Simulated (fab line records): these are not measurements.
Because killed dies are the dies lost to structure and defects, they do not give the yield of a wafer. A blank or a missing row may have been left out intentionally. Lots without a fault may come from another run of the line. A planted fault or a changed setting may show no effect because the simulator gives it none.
Problem report, 8D (eight disciplines) form, completed by code :: flow sky130 :: the parts of the form that need people (team, actions taken, sign-off) are left out

## 1. WHAT WENT WRONG
SKY_PAD_OPEN_PROBE_99, killed_at_M4_up: mean 59.0 on 3 wafers (1 lot); fault-free wafers 3.3, standard deviation 1.8. Measured from the usual mean, that is +31 standard deviations.
Earliest sighting: wafer L769.1 on prober-02 at day 49 03:27. At this step, 12 wafers from 4 lots have a number in the record. Rule for "out", or "out of limits": more than 4 standard deviations from the usual mean. The other wafers with a number count as sound.

## 2. WHAT IT IS, WHAT IT ISN'T
question: which readings at this step
is: killed_at_M4_up, sort_bin_3_pad_short
is not: killed_at_M0_to_M3, killed at contacts, killed at front end, killed at other, killed open, killed short, sort_bin_6_memory

question: which lots
is: L769
is not: L758, L759, L760

question: which wafers of those lots
is: all that have a number
is not: -

question: read on which tools
is: prober-02
is not: prober-01

question: when
is: from day 49 03:27
is not: up to then (9 sound wafers)

## 3. SUSPECTS, AND WHAT RULES EACH OUT
Counting: a tool at any process step up to the reading remains a suspect when it ran all the lots that are out and ran no sound lot after the first of those.
- wet bench-03 at SKY_VIA4_STRIP_14 (strips in post etch residue remover, time 1200 s): kept. It ran the lot that is out, L769 (day 46 13:14), and no sound lot after that; its last sound lot up to then is L758 (day 42 15:44).
- rie metal-02 at SKY_METAL5_DESCUM_14 (chemistry O2, time 11 s): kept. It ran the lot that is out, L769 (day 47 09:49), and no sound lot after that; its last sound lot up to then is L758 (day 43 15:28).
- plasma asher-01 at SKY_PAD_OPEN_STRIP_08 (strips in O2/N2): kept. It ran the lot that is out, L769 (day 49 00:58), and no sound lot after that.
- prober-02 at SKY_PAD_OPEN_PROBE_99: kept. It ran the lot that is out, L769 (day 49 03:27), and no sound lot after that; its last sound lot up to then is L760 (day 46 03:57). Its own readings are out on those wafers: killed_at_M4_up, sort_bin_3_pad_short.
Left after counting: wet bench-03 at SKY_VIA4_STRIP_14, rie metal-02 at SKY_METAL5_DESCUM_14, plasma asher-01 at SKY_PAD_OPEN_STRIP_08, prober-02 at SKY_PAD_OPEN_PROBE_99.

## 4. THE CAUSE (what the simulator had put in)
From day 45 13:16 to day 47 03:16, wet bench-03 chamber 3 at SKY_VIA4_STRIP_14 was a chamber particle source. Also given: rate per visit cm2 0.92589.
After counting, 4 suspects remain, this tool included.

## 5. THE EFFECT CHAIN, in route order
Rows list readings where the struck wafers' mean (over those with a number) sits beyond 3 standard deviations from the usual. Only readings for which the record gives a usual standard deviation are gone through. hours: the time from each lot's start at the first step in this table that gives one to its start at this step, as a median over the lots. sigmas: the change in usual standard deviations.
hours: 0
step: SKY_PAD_OPEN_PROBE_99
reading: defect limited yield
usual: 82.3 %
on struck wafers: 72.5
change: -9.8
sigmas: -4.9

hours: 0
step: SKY_PAD_OPEN_PROBE_99
reading: killed_at_M4_up
usual: 3.3
on struck wafers: 59.0
change: +55.7
sigmas: +31

hours: 0
step: SKY_PAD_OPEN_PROBE_99
reading: killed dies
usual: 87
on struck wafers: 135
change: +48
sigmas: +5.0

hours: 0
step: SKY_PAD_OPEN_PROBE_99
reading: sort_bin_3_pad_short
usual: 0.9 %
on struck wafers: 3.7
change: +2.8
sigmas: +6.5

hours: 0
step: SKY_PAD_OPEN_PROBE_99
reading: sort_bin_5_function
usual: 10.4 %
on struck wafers: 16.8
change: +6.4
sigmas: +4.6

hours: 0
step: SKY_PAD_OPEN_PROBE_99
reading: sort n pass
usual: 405
on struck wafers: 357
change: -48
sigmas: -5.0

hours: 0
step: SKY_PAD_OPEN_PROBE_99
reading: sort yield pct
usual: 82.3 %
on struck wafers: 72.5
change: -9.8
sigmas: -4.9
The process steps in it:
- SKY_PAD_OPEN_PROBE_99

## 6. WHAT WOULD HAVE CAUGHT IT SOONER
In this record no reading fell out of limits until day 49 03:27, 86 hours after the fault had begun at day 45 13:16.
By day 49 03:27 the whole set of lots that are out, 1 in number, had already begun SKY_VIA4_STRIP_14 on wet bench-03. Had the tool been put on hold then, not one of them would have been saved.
